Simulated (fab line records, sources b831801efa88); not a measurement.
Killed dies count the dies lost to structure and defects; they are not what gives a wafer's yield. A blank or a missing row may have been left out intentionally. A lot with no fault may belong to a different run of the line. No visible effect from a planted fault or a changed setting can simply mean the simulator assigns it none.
Problem report, 8D (eight disciplines) form, completed by code || flow sky130 || the parts of the form that need people (team, actions taken, sign-off) are left out

1. PROBLEM STATEMENT
Wafers without a fault read 3.1, standard deviation 1.7; killed_at_M4_up at SKY_PAD_OPEN_PROBE_99 reads a mean of 66.9 on 8 wafers belonging to 3 lots. That is +38 standard deviations from the usual mean.
The first sign was on wafer L616.1 at day 50 05:48, on prober-01. At this step, 9 wafers from 3 lots have a number in the record. Rule for "out" (also "out of limits"): further than 4 standard deviations from the usual mean. The other wafers with a number count as sound.

2. WHAT THIS IS AND IS NOT
{"question": "which readings at this step", "is": "killed_at_M4_up, defect limited yield, killed dies, sort_bin_3_pad_short, sort n pass, sort yield pct", "is not": "killed_at_M0_to_M3, killed at contacts, killed at front end, killed open, killed short, sort_bin_6_memory"}
{"question": "which lots", "is": "L616, L617, L618", "is not": "-"}
{"question": "which wafers of those lots", "is": "L616.1, L616.4, L616.6, L617.2, L617.3, L618.2, L618.3, L618.6", "is not": "L617.6"}
{"question": "read on which tools", "is": "prober-01, prober-02", "is not": "-"}
{"question": "when", "is": "from day 50 05:48", "is not": "up to then (0 sound wafers); but 1 sound wafer of L617 came after"}

3. WHAT RULES OUT EACH SUSPECT
Counting: a tool at a process step up to the reading stays a suspect if it ran every lot that is out. Sound lots after the first of them don't rule it out here, since some wafers of a struck lot are sound.
- plasma asher-01 at SKY_METAL4_STRIP_19 (strips in O2/N2): kept. It ran every lot that is out, first L616 (day 46 22:45).
- The sound lot-mates ran in chamber 0 of plasma asher-01 at SKY_METAL4_STRIP_19, but the wafers that are out ran in chamber 1.
After counting, what remains is plasma asher-01 at SKY_METAL4_STRIP_19.

4. THE CAUSE (what the simulator had put in)
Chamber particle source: plasma asher-01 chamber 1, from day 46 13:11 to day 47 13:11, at SKY_METAL4_STRIP_19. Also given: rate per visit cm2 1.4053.
This tool alone remained once counting was done.

5. THE CHAIN OF EFFECTS, in route order
Rows list readings where the struck wafers' mean (over those with a number) sits beyond 3 standard deviations from the usual. Only readings for which the record gives a usual standard deviation are gone through. hours: the time from each lot's start at the first step in this table that gives one to its start at this step, as a median over the lots. sigmas: the change in usual standard deviations.
{"hours": 0, "step": "SKY_PAD_OPEN_PROBE_99", "reading": "defect limited yield", "usual": "82.1 %", "on struck wafers": 70.9, "change": -11.2, "sigmas": -5.6}
{"hours": 0, "step": "SKY_PAD_OPEN_PROBE_99", "reading": "killed_at_M4_up", "usual": 3.1, "on struck wafers": 66.9, "change": "+63.8", "sigmas": "+38"}
{"hours": 0, "step": "SKY_PAD_OPEN_PROBE_99", "reading": "killed dies", "usual": 88, "on struck wafers": 143, "change": "+55", "sigmas": "+5.6"}
{"hours": 0, "step": "SKY_PAD_OPEN_PROBE_99", "reading": "sort_bin_3_pad_short", "usual": "0.8 %", "on struck wafers": 4.1, "change": "+3.3", "sigmas": "+7.8"}
{"hours": 0, "step": "SKY_PAD_OPEN_PROBE_99", "reading": "sort_bin_5_function", "usual": "10.6 %", "on struck wafers": 17.7, "change": "+7.1", "sigmas": "+4.7"}
{"hours": 0, "step": "SKY_PAD_OPEN_PROBE_99", "reading": "sort n pass", "usual": 404, "on struck wafers": 349, "change": -55, "sigmas": -5.6}
{"hours": 0, "step": "SKY_PAD_OPEN_PROBE_99", "reading": "sort yield pct", "usual": "82.1 %", "on struck wafers": 70.9, "change": -11.2, "sigmas": -5.6}
Its process steps:
- SKY_PAD_OPEN_PROBE_99

6. WHAT WOULD HAVE CAUGHT IT SOONER
In this record no reading fell out of limits until day 50 05:48, 89 hours after the fault had begun at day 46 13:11.
No tool reading at SKY_METAL4_STRIP_19 that has a usual standard deviation in the record was out on any struck wafer, so an alarm limit of 4 standard deviations on those readings would not have fired.
Each of the lots that are out, 3 in all, had begun SKY_METAL4_STRIP_19 on plasma asher-01 no later than day 50 05:48. Had the tool been put on hold then, not one of them would have been saved.
